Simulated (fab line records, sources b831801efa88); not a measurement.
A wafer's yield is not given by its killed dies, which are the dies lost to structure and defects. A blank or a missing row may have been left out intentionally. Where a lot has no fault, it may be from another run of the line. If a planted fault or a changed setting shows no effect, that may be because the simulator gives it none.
What tool caused it? -- flow gf180mcu -- Sampling: 24 lots, 72 wafers, 6 of 602 route steps

WHAT THE GAUGES READ, wafer by wafer
GF_M5_OVL_MEAS_08.
lot,measured,on,M5_OVL (nm)
L074,day 26 05:38,overlay-02,3 11 7
L075,day 26 13:11,overlay-02,11 16 12
L076,day 26 19:29,overlay-02,1 1 -1
L077,day 27 06:41,overlay-01,1 11 -2
L078,day 27 12:08,overlay-01,-2 6 -1
L079,day 27 22:35,overlay-01,5 5 8
L080,day 28 09:02,overlay-01,2 6 9
L081,day 28 16:08,overlay-01,15 15 17
L082,day 28 18:59,overlay-01,4 7 5
L083,day 29 05:47,overlay-02,-10 0 -2
L084,day 29 11:05,overlay-01,0 -3 3
L085,day 29 12:30,overlay-02,2 -2 8
L086,day 29 23:57,overlay-02,9 10 5
L087,day 30 06:59,overlay-01,3 3 8
L088,day 30 21:47,overlay-01,1 -11 -3
L089,day 30 23:41,overlay-01,7 6 9
L090,day 30 23:48,overlay-02,-3 -6 1
L091,day 31 16:17,overlay-02,0 -1 0
L092,day 31 22:50,overlay-02,4 10 9
L093,day 32 07:35,overlay-02,12 14 12
L094,day 32 09:41,overlay-02,-5 -1 -1
L095,day 32 13:17,overlay-01,0 -7 -2
L096,day 32 22:44,overlay-01,-7 -9 -7
L097,day 33 00:05,overlay-01,1 -2 0

GF_TOP_METAL_THK_MEAS_06: measures by xrf.
lot,measured,on,TOP_METAL_ALCU_THK (nm)
L074,day 27 05:55,film_metro-01,932 944 951
L075,day 27 13:14,film_metro-02,901 913 904
L076,day 27 19:00,film_metro-01,935 932 932
L077,day 28 05:21,film_metro-02,926 939 939
L078,day 28 10:34,film_metro-02,910 914 918
L079,day 28 21:46,film_metro-01,937 930 937
L080,day 29 07:29,film_metro-02,938 923 925
L081,day 29 15:17,film_metro-04,918 903 913
L082,day 29 17:09,film_metro-02,909 914 917
L083,day 30 03:52,film_metro-02,909 923 902
L084,day 30 08:35,film_metro-02,914 918 915
L085,day 30 09:43,film_metro-01,918 930 921
L086,day 30 21:11,film_metro-02,923 928 922
L087,day 31 04:24,film_metro-01,912 934 924
L088,day 31 18:29,film_metro-02,928 944 908
L089,day 31 20:22,film_metro-04,941 909 924
L090,day 31 20:40,film_metro-04,924 925 926
L091,day 32 12:17,film_metro-02,930 932 914
L092,day 32 18:25,film_metro-02,931 931 932
L093,day 33 03:07,film_metro-02,923 917 916
L094,day 33 05:25,film_metro-01,929 940 923
L095,day 33 07:53,film_metro-01,929 923 928
L096,day 33 17:29,film_metro-01,937 935 921
L097,day 33 18:32,film_metro-01,936 933 930

GF_PASSIVATION_THK_MEAS_03.
lot,measured,on,PASSIVATION_CVD_02_THK (nm)
L074,day 28 02:16,film_metro-03,693 706 707
L075,day 28 09:10,film_metro-01,698 692 710
L076,day 28 15:36,film_metro-01,707 701 723
L077,day 29 01:43,film_metro-04,688 705 704
L078,day 29 06:34,film_metro-04,700 691 695
L079,day 29 18:07,film_metro-04,686 697 702
L080,day 30 03:39,film_metro-04,694 702 715
L081,day 30 10:37,film_metro-01,695 695 713
L082,day 30 12:58,film_metro-01,693 695 700
L083,day 30 23:15,film_metro-01,704 698 711
L084,day 31 04:18,film_metro-04,694 694 694
L085,day 31 05:04,film_metro-03,697 707 697
L086,day 31 16:22,film_metro-04,680 691 706
L087,day 31 22:49,film_metro-01,698 709 710
L088,day 32 12:05,film_metro-03,698 695 723
L089,day 32 13:43,film_metro-01,694 700 706
L090,day 32 14:02,film_metro-01,687 682 694
L091,day 33 05:49,film_metro-01,694 710 702
L092,day 33 12:02,film_metro-04,699 685 710
L093,day 33 19:43,film_metro-04,687 704 706
L094,day 33 22:09,film_metro-04,695 696 691
L095,day 33 23:57,film_metro-04,696 701 706
L096,day 34 09:53,film_metro-01,714 705 702
L097,day 34 11:18,film_metro-01,704 709 709

WHAT TOOL EACH LOT RAN ON (gives the tool, then ch and the chambers of the sampled wafers, and finally the start)
lot,GF_V3_CVD_23,GF_M4_SPUTTER_02,GF_MIM_CVD_05
L074,"cvd_w-02 ch 0,1, day 22 09:26","pvd_sputter-03, day 22 10:09","pecvd-03 ch 0,1, day 24 10:02"
L075,"cvd_w-02 ch 0,1, day 22 16:26","pvd_sputter-04, day 22 17:09","pecvd-04 ch 0,1,2, day 24 18:00"
L076,"cvd_w-01 ch 0,1, day 22 23:11","pvd_sputter-02, day 22 23:54","pecvd-02 ch 0,2, day 25 00:17"
L077,"cvd_w-01 ch 0,1, day 23 13:50","pvd_sputter-02, day 23 14:33","pecvd-02 ch 0,2, day 25 13:03"
L078,"cvd_w-01 ch 0,1, day 23 17:50","pvd_sputter-04, day 23 18:33","pecvd-02 ch 0,2, day 25 18:14"
L079,"cvd_w-02 ch 0,1, day 24 07:19","pvd_sputter-03, day 24 08:00","pecvd-03 ch 0,1,2, day 26 06:05"
L080,"cvd_w-01 ch 0,1, day 24 18:19","pvd_sputter-02, day 24 19:02","pecvd-03 ch 0,1, day 26 16:59"
L081,"cvd_w-01 ch 0,1, day 25 01:32","pvd_sputter-03, day 25 02:15","pecvd-03 ch 1,2, day 27 00:05"
L082,"cvd_w-01 ch 0,1, day 25 06:13","pvd_sputter-04, day 25 06:56","pecvd-03 ch 1,2, day 27 03:15"
L083,"cvd_w-02 ch 0,1, day 25 17:47","pvd_sputter-04, day 25 18:31","pecvd-03 ch 0,2, day 27 14:54"
L084,"cvd_w-02 ch 0,1, day 25 22:45","pvd_sputter-02, day 25 23:28","pecvd-02 ch 1,2, day 27 20:05"
L085,"cvd_w-02 ch 0,1, day 26 00:41","pvd_sputter-02, day 26 01:22","pecvd-02 ch 0,1,2, day 27 21:19"
L086,"cvd_w-01 ch 0,1, day 26 14:56","pvd_sputter-02, day 26 15:39","pecvd-02 ch 0,2, day 28 09:44"
L087,"cvd_w-01 ch 0,1, day 26 21:38","pvd_sputter-03, day 26 22:23","pecvd-02 ch 0,2, day 28 16:44"
L088,"cvd_w-01 ch 0,1, day 27 13:35","pvd_sputter-04, day 27 14:31","pecvd-04 ch 0,1,2, day 29 08:23"
L089,"cvd_w-01 ch 0,1, day 27 15:35","pvd_sputter-03, day 27 16:19","pecvd-03 ch 0,1, day 29 10:10"
L090,"cvd_w-02 ch 0,1, day 27 15:49","pvd_sputter-04, day 27 16:32","pecvd-02 ch 0,1, day 29 11:14"
L091,"cvd_w-01 ch 0,1, day 28 10:35","pvd_sputter-03, day 28 11:19","pecvd-02 ch 0,1,2, day 30 04:24"
L092,"cvd_w-01 ch 0,1, day 28 16:35","pvd_sputter-04, day 28 17:18","pecvd-02 ch 0,1, day 30 10:49"
L093,"cvd_w-02 ch 0,1, day 29 04:53","pvd_sputter-03, day 29 05:37","pecvd-02 ch 0,2, day 30 21:41"
L094,"cvd_w-01 ch 0,1, day 29 06:11","pvd_sputter-03, day 29 06:55","pecvd-02 ch 0,1,2, day 30 23:08"
L095,"cvd_w-02 ch 0,1, day 29 10:31","pvd_sputter-02, day 29 11:14","pecvd-03 ch 0,1, day 31 02:50"
L096,"cvd_w-02 ch 0,1, day 29 20:17","pvd_sputter-03, day 29 21:00","pecvd-04 ch 1,2, day 31 12:10"
L097,"cvd_w-01 ch 0,1, day 29 22:07","pvd_sputter-04, day 29 22:50","pecvd-02 ch 0,1, day 31 14:17"
- GF_V3_CVD_23: deposits W, target thk 350 nm, time 104.9 s.
- GF_M4_SPUTTER_02: material AlCu, target thk 450 nm, time 23.9 s.
- GF_MIM_CVD_05: deposits Si3N4, target thk 42 nm, time 29.086 s.

WHAT THE TOOLS THEMSELVES READ (means of the sampled wafers that have a number; where no wafer has one, the mark that the record gives instead)
GF_V3_CVD_23.
lot,tool,chamber_pressure_Torr (Torr),heater_power_w (W)
L074,cvd_w-02,40.05,840
L075,cvd_w-02,39.96,855
L076,cvd_w-01,39.94,945
L077,cvd_w-01,40.06,944
L078,cvd_w-01,39.96,994
L079,cvd_w-02,39.93,848
L080,cvd_w-01,40.02,1003
L081,cvd_w-01,40.13,953
L082,cvd_w-01,39.95,954
L083,cvd_w-02,40.10,867
L084,cvd_w-02,40.00,857
L085,cvd_w-02,40.05,848
L086,cvd_w-01,40.01,1015
L087,cvd_w-01,40.05,1015
L088,cvd_w-01,39.97,945
L089,cvd_w-01,40.03,961
L090,cvd_w-02,40.03,851
L091,cvd_w-01,39.96,1023
L092,cvd_w-01,39.99,945
L093,cvd_w-02,39.96,862
L094,cvd_w-01,39.89,962
L095,cvd_w-02,40.02,841
L096,cvd_w-02,40.01,857
L097,cvd_w-01,40.03,1031

GF_M4_SPUTTER_02.
lot,tool,cathode_dc_power_W (W),throttle_valve_pct (%)
L074,pvd_sputter-03,10598,29.1
L075,pvd_sputter-04,10599,30.3
L076,pvd_sputter-02,10600,30.4
L077,pvd_sputter-02,10599,30.1
L078,pvd_sputter-04,10600,29.9
L079,pvd_sputter-03,10601,29.9
L080,pvd_sputter-02,10601,30.4
L081,pvd_sputter-03,10600,30.2
L082,pvd_sputter-04,10600,29.8
L083,pvd_sputter-04,10600,30.1
L084,pvd_sputter-02,10598,30.4
L085,pvd_sputter-02,10601,30.5
L086,pvd_sputter-02,10599,30.7
L087,pvd_sputter-03,10600,30.3
L088,pvd_sputter-04,10600,29.8
L089,pvd_sputter-03,10601,30.2
L090,pvd_sputter-04,10600,29.8
L091,pvd_sputter-03,10600,29.4
L092,pvd_sputter-04,10600,30.4
L093,pvd_sputter-03,10601,31.4
L094,pvd_sputter-03,10601,29.9
L095,pvd_sputter-02,10599,30.8
L096,pvd_sputter-03,10601,30.0
L097,pvd_sputter-04,10600,30.3

GF_MIM_CVD_05.
lot,tool,heater_power_w (W),temp_max_c (C)
L074,pecvd-03,662,399.68
L075,pecvd-04,688,400.13
L076,pecvd-02,736,399.97
L077,pecvd-02,729,400.05
L078,pecvd-02,731,399.96
L079,pecvd-03,702,399.87
L080,pecvd-03,785,399.97
L081,pecvd-03,708,400.06
L082,pecvd-03,695,399.79
L083,pecvd-03,647,399.92
L084,pecvd-02,669,399.78
L085,pecvd-02,688,399.92
L086,pecvd-02,742,399.93
L087,pecvd-02,661,399.97
L088,pecvd-04,708,400.02
L089,pecvd-03,703,399.59
L090,pecvd-02,659,400.05
L091,pecvd-02,696,400.13
L092,pecvd-02,700,399.94
L093,pecvd-02,722,399.95
L094,pecvd-02,661,400.13
L095,pecvd-03,684,400.08
L096,pecvd-04,565,399.96
L097,pecvd-02,694,399.76

THE ANSWER, worked out from the rows above alone
Rule: what is usual is taken from the lots themselves. The widest of any qualifying gaps counts: lots, ordered by their means at a reading, are off when they make up no more than a third of the lots, leave a main group of 4 or more, and stand apart from it by 3 or more times the standard deviation of that group's means. Not used: any main group whose means are identical at the precision the tables above print for the reading. Also off: a lot with no number at a reading for which 4 or more lots have one. Where the step has rows for the other lots, those lots are counted as sound. First the gauges in route order, then the tools' own readings, where a lot's mean is used as printed above. The first step at which some lot is off is used, and at that step the reading that is off furthest; a lot without a number counts as furthest.
No lot is off at any reading shown: from this, nothing can be told.

WHAT WAS PUT IN BY THE SIMULATOR
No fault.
